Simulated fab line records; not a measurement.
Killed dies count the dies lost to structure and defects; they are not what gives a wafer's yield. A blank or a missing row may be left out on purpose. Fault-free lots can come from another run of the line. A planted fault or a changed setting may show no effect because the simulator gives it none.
Comparing a struck lot with a sound one :: flow sky130 :: 15 out of 708 route steps
Sound: these wafers, L707.2, L707.3, L707.5. Wafers L716.2, L716.3, L716.5 were the ones struck. The cause is named last.
For every step that has rows: the tool of each side, followed by ch and its chambers, followed by its first start. Under that, the readings that differ: sound wafers :: struck wafers :: difference of the means :: sigmas: that difference in standard deviations of wafers without a fault.
alike: readings whose means differ by less than 2 such deviations, and words and numbers that are the same on both sides. not compared: withheld readings, readings that some wafer has no value for, bounds like >300 that may hide the same value, and numbers for which the record gives no deviation and whose values overlap.
The two part at a step that has a row with sigmas, a row that says differs or no value, or rows on one side only. Numbers that have no deviation but don't overlap get no sigmas and don't part them. Lack of a reading on every wafer of one side parts them only where that side has two or more wafers.

first, 3 steps without rows for these wafers: SKY_PASSIVATION_EXPOSE_08 (exposes mask NSM, target cd 3000 nm); SKY_PASSIVATION_PEB_09; SKY_PASSIVATION_DEVELOP_10 (develop time 60 s).
SKY_PASSIVATION_ETCH_11: etches the open film in CF4/O2, stops on AlCu, target depth 725 nm, time 161.1 s.
  sound on rie_diel-04 ch 0,1, day 48 00:07; struck on rie_diel-03 ch 1,2, day 50 00:03
  alike: cf4_flow_sccm, drypump_motor_current_A, oes_product_au, throttle_valve_pct
  not compared: rf_hours_counter_h
SKY_PASSIVATION_STRIP_12: strips in O2/N2.
  sound on plasma_asher-01 ch 1, day 48 00:14; struck on plasma_asher-03 ch 0,1, day 50 00:10
  alike: drypump_motor_current_A, oes_product_au, strip_time_to_endpoint_s
  not compared: rf_hours_counter_h
then, 7 steps without rows for these wafers: SKY_PAD_OPEN_DEHYDRATE_00 (time 60 s); SKY_PAD_OPEN_HMDS_01 (prime time 60 s); SKY_PAD_OPEN_COAT_02 (resist thk 3000 nm); SKY_PAD_OPEN_SOFTBAKE_03; SKY_PAD_OPEN_EXPOSE_04 (exposes mask PDM, target cd 60000 nm); SKY_PAD_OPEN_PEB_05; SKY_PAD_OPEN_DEVELOP_06 (develop time 60 s).
SKY_PAD_OPEN_ETCH_07: etches the open film in CF4/O2, stops on AlCu, target depth 725 nm, time 161.1 s.
  sound on rie_diel-04 ch 2,3, day 48 18:25; struck on rie_diel-04 ch 1,2, day 50 16:07
reading: oes_product_au (a.u.)
sound: 0.979 0.975 0.967
struck: 0.843 0.847 0.842
difference: -0.130
sigmas: -17

reading: throttle_valve_pct (%)
sound: 5.950 5.970 5.950
struck: 5.922 5.936 5.914
difference: -0.033
sigmas: -3

reading: model.PAD_OPEN.feature_depth_nm (nm)
sound: 696.9 701.9 710.6
struck: 541.7 541.9 541.9
difference: -161.3
sigmas: 

reading: model.etch.depth_nm (nm)
sound: 696.9 701.9 710.6
struck: 541.7 541.9 541.9
difference: -161.3
sigmas: 
  alike: cf4_flow_sccm, drypump_motor_current_A
  not compared: rf_hours_counter_h
SKY_PAD_OPEN_STRIP_08: strips in O2/N2.
  sound on plasma_asher-04 ch 0,1, day 48 18:31; struck on plasma_asher-03 ch 0, day 50 16:13
  alike: drypump_motor_current_A, oes_product_au
  not compared: rf_hours_counter_h
SKY_PAD_OPEN_PROBE_99:
  sound on prober-02, day 48 20:51; struck on prober-01, day 50 18:44
reading: hold
sound: - - -
struck: await_dispo/3.3h/scrap await_dispo/3.3h/scrap await_dispo/3.3h/scrap
difference: no value on the sound wafers
sigmas: 

reading: defect_limited_yield (%)
sound: 83.7 80.7 82.5
struck: 0 0 0
difference: -82
sigmas: -46

reading: killed_at_other
sound: 0 0 0
struck: 402 400 415
difference: +406
sigmas: +99 or more

reading: killed_dies
sound: 80 95 86
struck: 492 492 492
difference: +405
sigmas: +46

reading: killed_on_rim
sound: 12 17 19
struck: 96 96 96
difference: +80
sigmas: +24

reading: sort_bin_5_function (%)
sound: 10.0 10.8 10.8
struck: 91.5 92.3 93.3
difference: +81.8
sigmas: +58

reading: sort_n_pass
sound: 412 397 406
struck: 0 0 0
difference: -405
sigmas: -46

reading: sort_yield_pct (%)
sound: 83.7 80.7 82.5
struck: 0 0 0
difference: -82
sigmas: -46

reading: model.etest.tester.sort_n_pass
sound: 412 397 406
struck: 0 0 0
difference: -405
sigmas: 

reading: model.etest.tester.sort_yield_pct (%)
sound: 83.74 80.69 82.52
struck: 0 0 0
difference: -82
sigmas: 

reading: model.etest.tester.sort_bin_5_pct (%)
sound: 9.959 10.77 10.77
struck: 91.46 92.28 93.29
difference: +81.84
sigmas: 

reading: model.etest.nfet_01v8_swapped.open
sound: 0 0 0
struck: 1 1 1
difference: +1
sigmas: 

reading: model.etest.nfet_01v8.open
sound: 0 0 0
struck: 1 1 1
difference: +1
sigmas: 

reading: model.etest.mcon_chain.open
sound: 0 0 0
struck: 1 1 1
difference: +1
sigmas: 

reading: model.etest.pfet_01v8.open
sound: 0 0 0
struck: 1 1 1
difference: +1
sigmas: 

reading: model.etest.pfet_g5v0d10v5.open
sound: 0 0 0
struck: 1 1 1
difference: +1
sigmas: 
  alike: killed_at_M0_to_M3, killed_at_M4_up, killed_at_contacts, killed_at_front_end, killed_open, killed_short, sort_bin_3_pad_short, sort_bin_6_memory

## WHERE THEY PART
Earliest at SKY_PAD_OPEN_ETCH_07; latest, in this record, at SKY_PAD_OPEN_PROBE_99.

WHY: what had been put in by the simulator
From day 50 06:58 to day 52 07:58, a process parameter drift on rie_diel-04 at SKY_PAD_OPEN_ETCH_07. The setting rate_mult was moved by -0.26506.
